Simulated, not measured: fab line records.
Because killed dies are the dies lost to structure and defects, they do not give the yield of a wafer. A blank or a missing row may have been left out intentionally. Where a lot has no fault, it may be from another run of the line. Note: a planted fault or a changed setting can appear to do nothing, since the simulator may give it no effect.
Matching of chambers ; flow gf180mcu ; hdpcvd-01 running GF_V5_CVD_00: 3 sister chambers
The step deposits SiO2, target thk 300 nm, time 50 s. 16 wafers are shown with their chamber, then 8 later ones without.

== WAFERS PAIRED WITH THEIR CHAMBERS ==
wafer;chamber;run_length_s (s);pressure_mtorr (mTorr)
L108.2;0;77.7;5.998
L108.5;2;77.5;5.995
L108.6;1;78.0;6.005
L109.2;0;77.6;5.986
L109.4;2;77.5;6.013
L109.6;1;78.9;5.997
L111.1;1;78.0;6.010
L111.3;2;78.3;6.004
L111.4;0;77.4;6.004
L113.1;0;77.3;5.986
L113.2;1;77.9;6.004
L113.5;0;77.6;5.997
L126.1;1;78.1;5.987
L126.3;2;77.7;5.984
L126.4;1;78.2;5.993
L129.1;0;77.7;5.985

SIGNATURES (averages over the wafers above)
reading;chamber 0;chamber 1;chamber 2;scatter within a chamber
run_length_s;77.550;78.183;77.750;0.308
pressure_mtorr;5.99267;5.99933;5.99900;0.00941
Rule: a wafer's distance from a chamber is the root of the sum, over the readings, of the square of ((its reading less the chamber's mean) divided by the reading's scatter). The wafer belongs to the nearest chamber; if the next one is less than 2 further off, it can't be placed. The scatter: the root of (the sum of the squares of (reading less its chamber's mean) over the shown wafers, divided by (wafers less chambers)).

== WAFERS MISSING THEIR CHAMBER ==
wafer;run_length_s (s);pressure_mtorr (mTorr)
L129.2;78.0;5.997
L129.3;77.6;6.007
L130.1;78.2;5.997
L130.2;78.3;6.007
L130.5;78.8;5.982
L131.2;77.3;6.025
L131.3;78.5;5.989
L131.5;77.6;5.992

== CHAMBER TAKEN BY EACH ==
wafer;from the rows above;in truth
L129.2;can't be placed: 1 or 2 or 0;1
L129.3;can't be placed: 2 or 0 or 1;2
L130.1;can't be placed: 1 or 2 or 0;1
L130.2;can't be placed: 1 or 2 or 0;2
L130.5;can't be placed: 1 or 2 or 0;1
L131.2;can't be placed: 2 or 0 or 1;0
L131.3;can't be placed: 1 or 2 or 0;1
L131.5;can't be placed: 0 or 2 or 1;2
Placed correctly: 0 of 8. Can't be placed from these rows: 8 (the true chamber is among the candidates in 8). 0 placed wrongly.
